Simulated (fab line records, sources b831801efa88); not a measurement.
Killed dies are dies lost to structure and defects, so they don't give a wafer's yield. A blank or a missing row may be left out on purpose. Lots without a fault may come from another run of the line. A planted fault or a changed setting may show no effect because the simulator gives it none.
fab line records | flow gf180mcu
record lots=5 wafers=15 last_day=34
route steps=602 shown HV_LDD@181
lots that met no fault: from a run of the same line without faults
start_h: hours from the record's first day to the start of the lot's first wafer shown | wait_h: hours since the lot's step before | " the same as in the row above | L1.1+2: a row that stands for several wafers | - no value, or no start given | * or withheld: withheld | < > ~ a bound
route shown NAME@n: a module of which the file shows steps, and the number in the route of the first | usual: mean/standard deviation of fault-free wafers | same: alike in all rows | chamber/n: place in a boat | sites: the reading at each site | _std_site: their standard deviation | _edge_site: outer sites' mean less inner sites' | radius_mm: how far each site lies from the wafer's centre | mask NAME#n: copy n | behind: the tool/chamber that last shaped the wafer | hold: why the lot was held/for how many hours/how that ended | device: the transistor (n, p or np) that didn't switch | end of line: the same wafers' tests at the end of the route | a step without rows: its recipe alone | killed: dies lost to structure and defects at the first sort, not the wafer's yield | map: a wafer's dies, x killed, . not, _ none there
set.NAME: the setting as run; set.NAME@STEP: as run at that earlier step | model.NAME: the simulator's own value behind a step, which no gauge read
lots at some steps of the route; a table a step, a row a wafer
services: from which hour (start_h, from the record's first day; less than 0 if before it) a tool's chamber was out of use, for how many hours, and why
## steps
# step GF_HV_LDD_PEB_05
# recipe temp_c=withheld time_s=* resist=NOVOLAK
# columns lot.wafer tool chamber start_h wait_h
L081.2+5+6 litho_track-03 0 - -
L083.4+5+6 litho_track-03 0 - -
L084.3+4+5 litho_track-01 0 - -
L088.2+3+5 litho_track-01 0 - -
L095.2+3+5 litho_track-02 0 - -
# step GF_HV_LDD_DEVELOP_06
# recipe develop_time_s=60 dev_temp_c=23
# columns lot.wafer tool chamber start_h wait_h
L081.2+5+6 litho_track-03 0 280.54 0.1
L083.4+5+6 litho_track-03 0 292.09 0.1
L084.3+4+5 litho_track-01 0 298.39 0.1
L088.2+3+5 litho_track-01 0 330.36 0.1
L095.2+3+5 litho_track-02 0 369.48 0.1
# step GF_HV_LDD_CD_MEAS_07
# recipe target_cd_nm=400
# usual cd_nm=399/3.3
# columns lot.wafer tool chamber start_h wait_h cd_nm
L081.2 cd_sem-02 - 280.68 0.1 402
L081.5 " - " " 401
L081.6 " - " " 401
L083.4 cd_sem-01 - 292.22 0.1 403
L083.5 " - " " 403
L083.6 " - " " 401
L084.3 cd_sem-01 - 298.53 0.1 402
L084.4 " - " " 401
L084.5 " - " " 401
L088.2 cd_sem-01 - 330.51 0.1 397
L088.3 " - " " 396
L088.5 " - " " 397
L095.2 cd_sem-02 - 369.62 0.1 396
L095.3 " - " " 397
L095.5 " - " " 397
# step GF_HV_LDD_OVL_MEAS_08
# usual HV_LDD_OVL=0.2/1.8
# columns lot.wafer tool chamber start_h wait_h HV_LDD_OVL[nm]
L081.2 overlay-01 - 280.79 0.1 -0.8
L081.5 " - " " -1.1
L081.6 " - " " -1.0
L083.4 overlay-01 - 292.30 0.1 -1.3
L083.5 " - " " -0.7
L083.6 " - " " -1.8
L084.3 overlay-01 - 298.62 0.1 3.3
L084.4 " - " " 2.0
L084.5 " - " " 2.7
L088.2 overlay-01 - 330.61 0.1 -2.7
L088.3 " - " " -1.0
L088.5 " - " " -0.8
L095.2 overlay-02 - 369.73 0.1 2.3
L095.3 " - " " 2.7
L095.5 " - " " 1.6
# step GF_HV_LDD_IMPLANT_09
# recipe species=As energy_kev=40 dose_cm2=1e+14 tilt_deg=7
# columns lot.wafer tool chamber start_h wait_h
L081.2+5+6 implanter-01 0 280.84 0.0
L083.4+5+6 implanter-01 0 292.39 0.1
L084.3+4+5 implanter-02 0 298.69 0.1
L088.2+3+5 implanter-04 0 330.67 0.0
L095.2+3+5 implanter-01 0 369.78 0.0
# step GF_HV_LDD_STRIP_10
# recipe chemistry=O2/N2 power_w=1400 pressure_mtorr=1500 platen_temp_c=250 o2_flow_sccm=3000 n2_flow_sccm=300 overash_fraction=0.5
# usual drypump_motor_current_A=5.67/0.24 heater_power_w=334/23 oes_product_au=0.716/0.0047 strip_time_to_endpoint_s=12.62/0.032
# columns lot.wafer tool chamber start_h wait_h drypump_motor_current_A heater_power_w oes_product_au rf_hours_counter_h strip_time_to_endpoint_s
L081.2 plasma_asher-01 1 280.97 0.1 5.57 325 0.713 61 12.66
L081.5 " 0 " " 5.47 301 0.715 - 12.66
L081.6 " 1 " " 5.56 330 0.719 - 12.63
L083.4 plasma_asher-01 1 292.50 0.1 5.58 332 0.717 - 12.61
L083.5 " 0 " " 5.48 300 0.709 - 12.60
L083.6 " 1 " " 5.58 332 0.717 - 12.60
L084.3 plasma_asher-01 0 298.83 0.1 5.50 304 0.711 - 12.61
L084.4 " 1 " " 5.56 317 0.711 - 12.63
L084.5 " 1 " " 5.58 328 0.708 - 12.61
L088.2 plasma_asher-02 0 330.79 0.1 6.07 354 0.708 63 12.62
L088.3 " 0 " " 6.09 377 0.717 - 12.65
L088.5 " 0 " " 6.06 369 0.718 - 12.62
L095.2 plasma_asher-01 0 369.91 0.1 5.46 295 0.717 70 12.65
L095.3 " 0 " " 5.47 298 0.717 - 12.61
L095.5 " 0 " " 5.46 305 0.723 - 12.65
# step GF_HV_LDD_TW_MEAS_11
# usual HV_LDD_TW=2424/15
# columns lot.wafer tool chamber start_h wait_h HV_LDD_TW
L081.2 film_metro-03 - 281.08 0.1 2405
L081.5 " - " " 2400
L081.6 " - " " 2403
L083.4 film_metro-04 - 292.60 0.1 2419
L083.5 " - " " 2428
L083.6 " - " " 2417
L084.3 film_metro-02 - 298.91 0.1 2440
L084.4 " - " " 2424
L084.5 " - " " 2419
L088.2 film_metro-03 - 330.90 0.1 2401
L088.3 " - " " 2405
L088.5 " - " " 2402
L095.2 film_metro-04 - 370.02 0.1 2420
L095.3 " - " " 2434
L095.5 " - " " 2452
# step GF_HV_LDD_DEHYDRATE_12
# recipe temp_c=200 time_s=60
# columns lot.wafer tool chamber start_h wait_h
L081.2+5+6 litho_track-01 0 290.36 9.3
L083.4+5+6 litho_track-02 0 301.98 9.4
L084.3+4+5 litho_track-03 0 308.66 9.7
L088.2+3+5 litho_track-03 0 340.93 10.0
L095.2+3+5 litho_track-02 0 380.48 10.4
# step GF_HV_LDD_HMDS_13
# recipe prime_time_s=60 prime_temp_c=120
# usual prime_temp_c=120.02/0.15
# columns lot.wafer tool chamber start_h wait_h prime_temp_c
L081.2 litho_track-01 0 290.51 0.1 120.25
L081.5 " 0 " " 120.01
L081.6 " 0 " " 120.16
L083.4 litho_track-02 0 302.13 0.1 120.08
L083.5 " 0 " " 120.04
L083.6 " 0 " " 120.17
L084.3 litho_track-03 0 308.81 0.1 120.05
L084.4 " 0 " " 120.02
L084.5 " 0 " " 120.03
L088.2 litho_track-03 0 341.08 0.1 119.75
L088.3 " 0 " " 120.04
L088.5 " 0 " " 119.98
L095.2 litho_track-02 0 380.63 0.1 119.97
L095.3 " 0 " " 119.92
L095.5 " 0 " " 119.90
# step GF_HV_LDD_COAT_14
# recipe resist=NOVOLAK spin_rpm=3000 resist_thk_nm=1000
# columns lot.wafer tool chamber start_h wait_h
L081.2+5+6 litho_track-01 0 290.66 0.1
L083.4+5+6 litho_track-02 0 302.28 0.1
L084.3+4+5 litho_track-03 0 308.96 0.1
L088.2+3+5 litho_track-03 0 341.23 0.1
L095.2+3+5 litho_track-02 0 380.78 0.1
# step GF_HV_LDD_SOFTBAKE_15
# recipe temp_c=90 time_s=60 resist=NOVOLAK
# columns lot.wafer tool chamber start_h wait_h
L081.2+5+6 litho_track-01 0 290.81 0.1
L083.4+5+6 litho_track-02 0 302.43 0.1
L084.3+4+5 litho_track-03 0 309.11 0.1
L088.2+3+5 litho_track-03 0 341.38 0.1
L095.2+3+5 litho_track-02 0 380.93 0.1
# step GF_HV_LDD_EXPOSE_16
# recipe mask_id=Pplus_LV_AREA target_cd_nm=400 na=0.6 source_shape=conventional sigma_outer=0.6 dose_mj=140
# usual stage_vel_mm_s=499.99/0.23
# columns lot.wafer tool chamber start_h wait_h mask stage_vel_mm_s
L081.2 iline_stepper-01 0 - - Pplus_LV_AREA#0 499.87
L081.5 " 0 " " Pplus_LV_AREA#0 500.13
L081.6 " 0 " " Pplus_LV_AREA#0 500.08
L083.4 iline_stepper-01 0 - - Pplus_LV_AREA#0 499.98
L083.5 " 0 " " Pplus_LV_AREA#0 500.09
L083.6 " 0 " " Pplus_LV_AREA#0 500.04
L084.3 iline_stepper-02 0 - - Pplus_LV_AREA#0 500.23
L084.4 " 0 " " Pplus_LV_AREA#0 500.27
L084.5 " 0 " " Pplus_LV_AREA#0 500.15
L088.2 iline_stepper-01 0 - - Pplus_LV_AREA#0 499.70
L088.3 " 0 " " Pplus_LV_AREA#0 499.86
L088.5 " 0 " " Pplus_LV_AREA#0 500.18
L095.2 iline_stepper-01 0 - - Pplus_LV_AREA#0 499.62
L095.3 " 0 " " Pplus_LV_AREA#0 499.58
L095.5 " 0 " " Pplus_LV_AREA#0 499.99
# step GF_HV_LDD_PEB_17
# recipe temp_c=withheld time_s=* resist=NOVOLAK
# columns lot.wafer tool chamber start_h wait_h
L081.2+5+6 litho_track-02 0 - -
L083.4+5+6 litho_track-03 0 - -
L084.3+4+5 litho_track-02 0 - -
L088.2+3+5 litho_track-01 0 - -
L095.2+3+5 litho_track-03 0 - -
# step GF_HV_LDD_DEVELOP_18
# recipe develop_time_s=60 dev_temp_c=23
# columns lot.wafer tool chamber start_h wait_h
L081.2+5+6 litho_track-02 0 300.08 0.1
L083.4+5+6 litho_track-03 0 313.04 0.1
L084.3+4+5 litho_track-02 0 319.45 0.1
L088.2+3+5 litho_track-01 0 352.11 0.1
L095.2+3+5 litho_track-03 0 392.08 0.1
# step GF_HV_LDD_CD_MEAS_19
# recipe target_cd_nm=400
# usual cd_nm=400.3/2.3
# columns lot.wafer tool chamber start_h wait_h cd_nm
L081.2 cd_sem-01 - 300.22 0.1 399.7
L081.5 " - " " 398.0
L081.6 " - " " 398.9
L083.4 cd_sem-01 - 313.17 0.1 398.7
L083.5 " - " " 399.4
L083.6 " - " " 400.2
L084.3 cd_sem-01 - 319.59 0.1 397.9
L084.4 " - " " 397.5
L084.5 " - " " 397.9
L088.2 cd_sem-01 - 352.26 0.1 398.7
L088.3 " - " " 400.7
L088.5 " - " " 401.0
L095.2 cd_sem-01 - 392.23 0.1 401.8
L095.3 " - " " 400.9
L095.5 " - " " 402.3
# step GF_HV_LDD_OVL_MEAS_20
# usual HV_LDD_01_OVL=0.5/1.3
# columns lot.wafer tool chamber start_h wait_h HV_LDD_01_OVL[nm]
L081.2 overlay-01 - 300.33 0.1 1.4
L081.5 " - " " 0.2
L081.6 " - " " 0.7
L083.4 overlay-01 - 313.25 0.1 1.8
L083.5 " - " " -0.1
L083.6 " - " " 1.1
L084.3 overlay-01 - 319.68 0.1 0.6
L084.4 " - " " 1.1
L084.5 " - " " 1.7
L088.2 overlay-02 - 352.36 0.1 3.3
L088.3 " - " " 2.1
L088.5 " - " " 3.7
L095.2 overlay-01 - 392.33 0.1 1.8
L095.3 " - " " 1.7
L095.5 " - " " 2.2
# step GF_HV_LDD_IMPLANT_21
# recipe species=BF2 energy_kev=25 dose_cm2=5e+13 tilt_deg=7
# columns lot.wafer tool chamber start_h wait_h
L081.2+5+6 implanter-01 0 300.38 0.0
L083.4+5+6 implanter-04 0 313.34 0.1
L084.3+4+5 implanter-04 0 319.76 0.1
L088.2+3+5 implanter-04 0 352.42 0.0
L095.2+3+5 implanter-01 0 392.39 0.0
# step GF_HV_LDD_STRIP_22
# recipe chemistry=O2/N2 power_w=1400 pressure_mtorr=1500 platen_temp_c=250 o2_flow_sccm=3000 n2_flow_sccm=300 overash_fraction=0.5
# usual drypump_motor_current_A=5.67/0.24 heater_power_w=334/23 oes_product_au=0.716/0.0045 strip_time_to_endpoint_s=12.616/0.029
# columns lot.wafer tool chamber start_h wait_h drypump_motor_current_A heater_power_w oes_product_au rf_hours_counter_h strip_time_to_endpoint_s
L081.2 plasma_asher-01 0 300.51 0.1 5.48 297 0.718 63 12.630
L081.5 " 1 " " 5.54 330 0.717 - 12.686
L081.6 " 0 " " 5.47 287 0.718 - 12.636
L083.4 plasma_asher-04 0 313.45 0.1 5.98 328 0.709 - 12.618
L083.5 " 1 " " 5.38 360 0.716 - 12.613
L083.6 " 0 " " 5.99 319 0.711 - 12.559
L084.3 plasma_asher-02 0 319.89 0.1 6.08 361 0.713 - 12.639
L084.4 " 1 " " 5.63 341 0.717 - 12.615
L084.5 " 1 " " 5.61 361 0.707 - 12.612
L088.2 plasma_asher-04 1 352.54 0.1 5.41 360 0.720 58 12.590
L088.3 " 1 " " 5.42 349 0.709 - 12.635
L088.5 " 1 " " 5.40 353 0.721 - 12.603
L095.2 plasma_asher-02 1 392.51 0.1 5.60 353 0.711 70 12.608
L095.3 " 0 " " 6.11 355 0.717 - 12.604
L095.5 " 0 " " 6.08 361 0.718 - 12.603
# step GF_HV_LDD_TW_MEAS_23
# usual HV_LDD_2_TW=1059/6.6
# columns lot.wafer tool chamber start_h wait_h HV_LDD_2_TW
L081.2 film_metro-02 - 300.62 0.1 1063
L081.5 " - " " 1065
L081.6 " - " " 1061
L083.4 film_metro-03 - 313.55 0.1 1056
L083.5 " - " " 1055
L083.6 " - " " 1051
L084.3 film_metro-03 - 319.98 0.1 1046
L084.4 " - " " 1050
L084.5 " - " " 1054
L088.2 film_metro-02 - 352.65 0.1 1061
L088.3 " - " " 1060
L088.5 " - " " 1062
L095.2 film_metro-02 - 392.62 0.1 1055
L095.3 " - " " 1055
L095.5 " - " " 1060
# step GF_HV_LDD_DEHYDRATE_24
# recipe temp_c=200 time_s=60
# columns lot.wafer tool chamber start_h wait_h
L081.2+5+6 litho_track-01 0 310.71 10.1
L083.4+5+6 litho_track-02 0 322.78 9.2
L084.3+4+5 litho_track-03 0 329.86 9.9
L088.2+3+5 litho_track-03 0 362.58 9.9
L095.2+3+5 litho_track-03 0 403.18 10.5
# step GF_HV_LDD_HMDS_25
# recipe prime_time_s=60 prime_temp_c=120
# usual prime_temp_c=119.99/0.14
# columns lot.wafer tool chamber start_h wait_h prime_temp_c
L081.2 litho_track-01 0 310.86 0.1 120.00
L081.5 " 0 " " 120.16
L081.6 " 0 " " 120.11
L083.4 litho_track-02 0 322.93 0.1 120.09
L083.5 " 0 " " 120.04
L083.6 " 0 " " 119.94
L084.3 litho_track-03 0 330.01 0.1 119.99
L084.4 " 0 " " 119.93
L084.5 " 0 " " 120.00
L088.2 litho_track-03 0 362.73 0.1 119.66
L088.3 " 0 " " 119.71
L088.5 " 0 " " 119.79
L095.2 litho_track-03 0 403.33 0.1 119.86
L095.3 " 0 " " 119.99
L095.5 " 0 " " 119.82
# step GF_HV_LDD_COAT_26
# recipe resist=NOVOLAK spin_rpm=3000 resist_thk_nm=1000
# columns lot.wafer tool chamber start_h wait_h
L081.2+5+6 litho_track-01 0 311.01 0.1
L083.4+5+6 litho_track-02 0 323.08 0.1
L084.3+4+5 litho_track-03 0 330.16 0.1
L088.2+3+5 litho_track-03 0 362.88 0.1
L095.2+3+5 litho_track-03 0 403.48 0.1
# step GF_HV_LDD_SOFTBAKE_27
# recipe temp_c=90 time_s=60 resist=NOVOLAK
# columns lot.wafer tool chamber start_h wait_h
L081.2+5+6 litho_track-01 0 311.16 0.1
L083.4+5+6 litho_track-02 0 323.23 0.1
L084.3+4+5 litho_track-03 0 330.31 0.1
L088.2+3+5 litho_track-03 0 363.03 0.1
L095.2+3+5 litho_track-03 0 403.63 0.1
# step GF_HV_LDD_EXPOSE_28
# recipe mask_id=Nplus_HV_AREA target_cd_nm=400 na=0.6 source_shape=conventional sigma_outer=0.6 dose_mj=140
# usual stage_vel_mm_s=499.96/0.26
# columns lot.wafer tool chamber start_h wait_h mask stage_vel_mm_s
L081.2 iline_stepper-02 0 - - Nplus_HV_AREA#0 500.32
L081.5 " 0 " " Nplus_HV_AREA#0 500.00
L081.6 " 0 " " Nplus_HV_AREA#0 499.77
L083.4 iline_stepper-02 0 - - Nplus_HV_AREA#0 500.21
L083.5 " 0 " " Nplus_HV_AREA#0 499.86
L083.6 " 0 " " Nplus_HV_AREA#0 499.95
L084.3 iline_stepper-02 0 - - Nplus_HV_AREA#0 499.95
L084.4 " 0 " " Nplus_HV_AREA#0 499.92
L084.5 " 0 " " Nplus_HV_AREA#0 499.68
L088.2 iline_stepper-01 0 - - Nplus_HV_AREA#0 499.63
L088.3 " 0 " " Nplus_HV_AREA#0 499.90
L088.5 " 0 " " Nplus_HV_AREA#0 499.93
L095.2 iline_stepper-02 0 - - Nplus_HV_AREA#0 499.97
L095.3 " 0 " " Nplus_HV_AREA#0 500.01
L095.5 " 0 " " Nplus_HV_AREA#0 499.85
# step GF_HV_LDD_PEB_29
# recipe temp_c=withheld time_s=* resist=NOVOLAK
# columns lot.wafer tool chamber start_h wait_h
L081.2+5+6 litho_track-03 0 - -
L083.4+5+6 litho_track-01 0 - -
L084.3+4+5 litho_track-01 0 - -
L088.2+3+5 litho_track-02 0 - -
L095.2+3+5 litho_track-02 0 - -
# step GF_HV_LDD_DEVELOP_30
# recipe develop_time_s=60 dev_temp_c=23
# columns lot.wafer tool chamber start_h wait_h
L081.2+5+6 litho_track-03 0 321.03 0.1
L083.4+5+6 litho_track-01 0 333.46 0.1
L084.3+4+5 litho_track-01 0 340.69 0.1
L088.2+3+5 litho_track-02 0 373.98 0.1
L095.2+3+5 litho_track-02 0 414.98 0.1
# step GF_HV_LDD_CD_MEAS_31
# recipe target_cd_nm=400
# usual cd_nm=399.7/2.4
# columns lot.wafer tool chamber start_h wait_h cd_nm
L081.2 cd_sem-01 - 321.18 0.1 396.4
L081.5 " - " " 398.1
L081.6 " - " " 397.1
L083.4 cd_sem-02 - 333.60 0.1 397.3
L083.5 " - " " 398.5
L083.6 " - " " 400.1
L084.3 cd_sem-02 - 340.83 0.1 398.3
L084.4 " - " " 401.7
L084.5 " - " " 400.7
L088.2 cd_sem-01 - 374.12 0.1 403.8
L088.3 " - " " 403.6
L088.5 " - " " 405.1
L095.2 cd_sem-02 - 415.12 0.1 401.7
L095.3 " - " " 402.8
L095.5 " - " " 404.4
# step GF_HV_LDD_OVL_MEAS_32
# usual HV_LDD_02_OVL=-1.0/1.4
# columns lot.wafer tool chamber start_h wait_h HV_LDD_02_OVL[nm]
L081.2 overlay-01 - 321.29 0.1 -1.3
L081.5 " - " " -1.5
L081.6 " - " " -0.4
L083.4 overlay-01 - 333.68 0.1 0.0
L083.5 " - " " 3.1
L083.6 " - " " 1.3
L084.3 overlay-02 - 340.92 0.1 -2.2
L084.4 " - " " 0.0
L084.5 " - " " -0.8
L088.2 overlay-02 - 374.23 0.1 -1.0
L088.3 " - " " -0.9
L088.5 " - " " -2.9
L095.2 overlay-01 - 415.23 0.1 0.0
L095.3 " - " " -1.2
L095.5 " - " " -0.2
# step GF_HV_LDD_IMPLANT_33
# recipe species=P energy_kev=60 dose_cm2=7.5e+12 tilt_deg=30 rotation_deg=0
# columns lot.wafer tool chamber start_h wait_h
L081.2+5+6 implanter-02 0 321.34 0.0
L083.4+5+6 implanter-04 0 333.77 0.1
L084.3+4+5 implanter-04 0 340.99 0.1
L088.2+3+5 implanter-01 0 374.28 0.0
L095.2+3+5 implanter-04 0 415.28 0.0
# step GF_HV_LDD_IMPLANT_34
# recipe species=P energy_kev=60 dose_cm2=7.5e+12 tilt_deg=30 rotation_deg=90
# columns lot.wafer tool chamber start_h wait_h
L081.2+5+6 implanter-02 0 321.49 0.1
L083.4+5+6 implanter-04 0 333.92 0.1
L084.3+4+5 implanter-04 0 341.14 0.1
L088.2+3+5 implanter-01 0 374.43 0.1
L095.2+3+5 implanter-04 0 415.43 0.1
# step GF_HV_LDD_IMPLANT_35
# recipe species=P energy_kev=60 dose_cm2=7.5e+12 tilt_deg=30 rotation_deg=180
# columns lot.wafer tool chamber start_h wait_h
L081.2+5+6 implanter-02 0 321.64 0.1
L083.4+5+6 implanter-04 0 334.07 0.1
L084.3+4+5 implanter-04 0 341.29 0.1
L088.2+3+5 implanter-01 0 374.58 0.1
L095.2+3+5 implanter-04 0 415.58 0.1
# step GF_HV_LDD_IMPLANT_36
# recipe species=P energy_kev=60 dose_cm2=7.5e+12 tilt_deg=30 rotation_deg=270
# columns lot.wafer tool chamber start_h wait_h
L081.2+5+6 implanter-02 0 321.79 0.1
L083.4+5+6 implanter-04 0 334.22 0.1
L084.3+4+5 implanter-04 0 341.44 0.1
L088.2+3+5 implanter-01 0 374.73 0.1
L095.2+3+5 implanter-04 0 415.73 0.1
# step GF_HV_LDD_STRIP_37
# recipe chemistry=O2/N2 power_w=1400 pressure_mtorr=1500 platen_temp_c=250 o2_flow_sccm=3000 n2_flow_sccm=300 overash_fraction=0.5
# usual drypump_motor_current_A=5.69/0.25 heater_power_w=334/23 oes_product_au=0.715/0.0044 strip_time_to_endpoint_s=12.621/0.029
# columns lot.wafer tool chamber start_h wait_h drypump_motor_current_A heater_power_w oes_product_au rf_hours_counter_h strip_time_to_endpoint_s
L081.2 plasma_asher-01 1 321.92 0.1 5.57 332 0.718 65 12.599
L081.5 " 0 " " 5.47 305 0.716 - 12.551
L081.6 " 1 " " 5.58 336 0.713 - 12.620
L083.4 plasma_asher-02 1 334.33 0.1 5.63 350 0.713 - 12.625
L083.5 " 0 " " 6.09 366 0.720 - 12.655
L083.6 " 1 " " 5.60 340 0.714 - 12.609
L084.3 plasma_asher-01 0 341.58 0.1 5.49 297 0.712 - 12.626
L084.4 " 1 " " 5.54 332 0.716 - 12.605
L084.5 " 1 " " 5.56 334 0.721 - 12.640
L088.2 plasma_asher-01 1 374.86 0.1 5.56 331 0.720 71 12.605
L088.3 " 1 " " 5.56 332 0.708 - 12.628
L088.5 " 1 " " 5.57 333 0.715 - 12.646
L095.2 plasma_asher-01 0 415.86 0.1 5.49 302 0.715 75 12.635
L095.3 " 0 " " 5.50 297 0.721 - 12.600
L095.5 " 1 " " 5.55 325 0.711 - 12.597
# step GF_HV_LDD_TW_MEAS_38
# usual HV_LDD_3_TW=1444/9.4
# columns lot.wafer tool chamber start_h wait_h HV_LDD_3_TW
L081.2 film_metro-02 - 322.03 0.1 1433
L081.5 " - " " 1424
L081.6 " - " " 1428
L083.4 film_metro-03 - 334.42 0.1 1427
L083.5 " - " " 1428
L083.6 " - " " 1430
L084.3 film_metro-03 - 341.66 0.1 1437
L084.4 " - " " 1442
L084.5 " - " " 1440
L088.2 film_metro-04 - 374.97 0.1 1446
L088.3 " - " " 1450
L088.5 " - " " 1447
L095.2 film_metro-04 - 415.97 0.1 1452
L095.3 " - " " 1449
L095.5 " - " " 1464
# step GF_HV_LDD_DEHYDRATE_39
# recipe temp_c=200 time_s=60
# columns lot.wafer tool chamber start_h wait_h
L081.2+5+6 litho_track-03 0 331.68 9.6
L083.4+5+6 litho_track-03 0 343.83 9.4
L084.3+4+5 litho_track-03 0 352.06 10.4
L088.2+3+5 litho_track-03 0 385.03 10.1
L095.2+3+5 litho_track-01 0 427.46 11.5
# step GF_HV_LDD_HMDS_40
# recipe prime_time_s=60 prime_temp_c=120
# usual prime_temp_c=120.00/0.13
# columns lot.wafer tool chamber start_h wait_h prime_temp_c
L081.2 litho_track-03 0 331.83 0.1 119.95
L081.5 " 0 " " 119.91
L081.6 " 0 " " 119.80
L083.4 litho_track-03 0 343.98 0.1 120.08
L083.5 " 0 " " 120.08
L083.6 " 0 " " 120.30
L084.3 litho_track-03 0 352.21 0.1 120.04
L084.4 " 0 " " 120.04
L084.5 " 0 " " 120.12
L088.2 litho_track-03 0 385.18 0.1 119.92
L088.3 " 0 " " 120.06
L088.5 " 0 " " 119.90
L095.2 litho_track-01 0 427.61 0.1 120.14
L095.3 " 0 " " 120.02
L095.5 " 0 " " 119.93
# step GF_HV_LDD_COAT_41
# recipe resist=NOVOLAK spin_rpm=3000 resist_thk_nm=1000
# columns lot.wafer tool chamber start_h wait_h
L081.2+5+6 litho_track-03 0 331.98 0.1
L083.4+5+6 litho_track-03 0 344.13 0.1
L084.3+4+5 litho_track-03 0 352.36 0.1
L088.2+3+5 litho_track-03 0 385.33 0.1
L095.2+3+5 litho_track-01 0 427.76 0.1
# step GF_HV_LDD_SOFTBAKE_42
# recipe temp_c=90 time_s=60 resist=NOVOLAK
# columns lot.wafer tool chamber start_h wait_h
L081.2+5+6 litho_track-03 0 332.13 0.1
L083.4+5+6 litho_track-03 0 344.28 0.1
L084.3+4+5 litho_track-03 0 352.51 0.1
L088.2+3+5 litho_track-03 0 385.48 0.1
L095.2+3+5 litho_track-01 0 427.91 0.1
# step GF_HV_LDD_EXPOSE_43
# recipe mask_id=Pplus_HV_AREA target_cd_nm=400 na=0.6 source_shape=conventional sigma_outer=0.6 dose_mj=140
# usual stage_vel_mm_s=500.01/0.23
# columns lot.wafer tool chamber start_h wait_h mask stage_vel_mm_s
L081.2 iline_stepper-02 0 - - Pplus_HV_AREA#0 499.83
L081.5 " 0 " " Pplus_HV_AREA#0 499.74
L081.6 " 0 " " Pplus_HV_AREA#0 500.02
L083.4 iline_stepper-01 0 - - Pplus_HV_AREA#0 500.05
L083.5 " 0 " " Pplus_HV_AREA#0 500.17
L083.6 " 0 " " Pplus_HV_AREA#0 499.75
L084.3 iline_stepper-02 0 - - Pplus_HV_AREA#0 499.90
L084.4 " 0 " " Pplus_HV_AREA#0 499.78
L084.5 " 0 " " Pplus_HV_AREA#0 499.96
L088.2 iline_stepper-01 0 - - Pplus_HV_AREA#0 500.02
L088.3 " 0 " " Pplus_HV_AREA#0 500.09
L088.5 " 0 " " Pplus_HV_AREA#0 500.13
L095.2 iline_stepper-02 0 - - Pplus_HV_AREA#0 499.89
L095.3 " 0 " " Pplus_HV_AREA#0 500.05
L095.5 " 0 " " Pplus_HV_AREA#0 499.94
# step GF_HV_LDD_PEB_44
# recipe temp_c=withheld time_s=* resist=NOVOLAK
# columns lot.wafer tool chamber start_h wait_h
L081.2+5+6 litho_track-01 0 - -
L083.4+5+6 litho_track-02 0 - -
L084.3+4+5 litho_track-01 0 - -
L088.2+3+5 litho_track-01 0 - -
L095.2+3+5 litho_track-03 0 - -
# step GF_HV_LDD_DEVELOP_45
# recipe develop_time_s=60 dev_temp_c=23
# columns lot.wafer tool chamber start_h wait_h
L081.2+5+6 litho_track-01 0 342.56 0.1
L083.4+5+6 litho_track-02 0 354.98 0.1
L084.3+4+5 litho_track-01 0 362.94 0.1
L088.2+3+5 litho_track-01 0 396.61 0.1
L095.2+3+5 litho_track-03 0 439.33 0.1
# step GF_HV_LDD_CD_MEAS_46
# recipe target_cd_nm=400
# usual cd_nm=400.4/1.8
# columns lot.wafer tool chamber start_h wait_h cd_nm
L081.2 cd_sem-01 - 342.71 0.1 401.0
L081.5 " - " " 401.3
L081.6 " - " " 400.9
L083.4 cd_sem-02 - 355.11 0.1 404.2
L083.5 " - " " 404.8
L083.6 " - " " 402.5
L084.3 cd_sem-02 - 363.08 0.1 399.4
L084.4 " - " " 399.6
L084.5 " - " " 398.7
L088.2 cd_sem-01 - 396.76 0.1 401.9
L088.3 " - " " 401.3
L088.5 " - " " 403.9
L095.2 cd_sem-02 - 439.48 0.1 399.4
L095.3 " - " " 399.1
L095.5 " - " " 399.7
# step GF_HV_LDD_OVL_MEAS_47
# usual HV_LDD_03_OVL=-1.6/1.3
# columns lot.wafer tool chamber start_h wait_h HV_LDD_03_OVL[nm]
L081.2 overlay-01 - 342.81 0.1 -1.2
L081.5 " - " " -1.0
L081.6 " - " " 0.9
L083.4 overlay-01 - 355.19 0.1 -2.0
L083.5 " - " " -2.1
L083.6 " - " " -4.0
L084.3 overlay-02 - 363.17 0.1 -2.9
L084.4 " - " " -1.7
L084.5 " - " " -1.1
L088.2 overlay-01 - 396.86 0.1 -0.7
L088.3 " - " " -2.2
L088.5 " - " " -1.8
L095.2 overlay-01 - 439.58 0.1 -1.3
L095.3 " - " " -0.3
L095.5 " - " " -1.8
# step GF_HV_LDD_IMPLANT_48
# recipe species=B energy_kev=25 dose_cm2=3e+13 tilt_deg=7
# columns lot.wafer tool chamber start_h wait_h
L081.2+5+6 implanter-04 0 342.87 0.0
L083.4+5+6 implanter-01 0 355.28 0.1
L084.3+4+5 implanter-01 0 363.24 0.1
L088.2+3+5 implanter-04 0 396.92 0.0
L095.2+3+5 implanter-04 0 439.64 0.0
## services
# columns tool chamber start_h hours kind
iline_stepper-01 - 260.98 4.3 pm
plasma_asher-01 - 268.23 9.3 repair
implanter-02 - 290.17 5.8 repair
iline_stepper-01 - 305.20 7.3 repair
implanter-02 - 317.04 1.1 repair
plasma_asher-04 - 320.74 14.8 repair
plasma_asher-02 - 340.77 2.8 pm
implanter-02 - 341.10 10.0 repair
iline_stepper-02 - 404.06 2.1 pm
iline_stepper-02 - 406.15 - consumable_replace:lamp
implanter-04 - 408.00 2.3 repair
plasma_asher-01 - 421.25 9.0 pm
plasma_asher-01 0 421.25 9.0 vent_cycle
plasma_asher-01 1 421.25 9.0 vent_cycle
plasma_asher-01 0 430.25 - clean
plasma_asher-01 1 430.25 - clean
## key
fault none
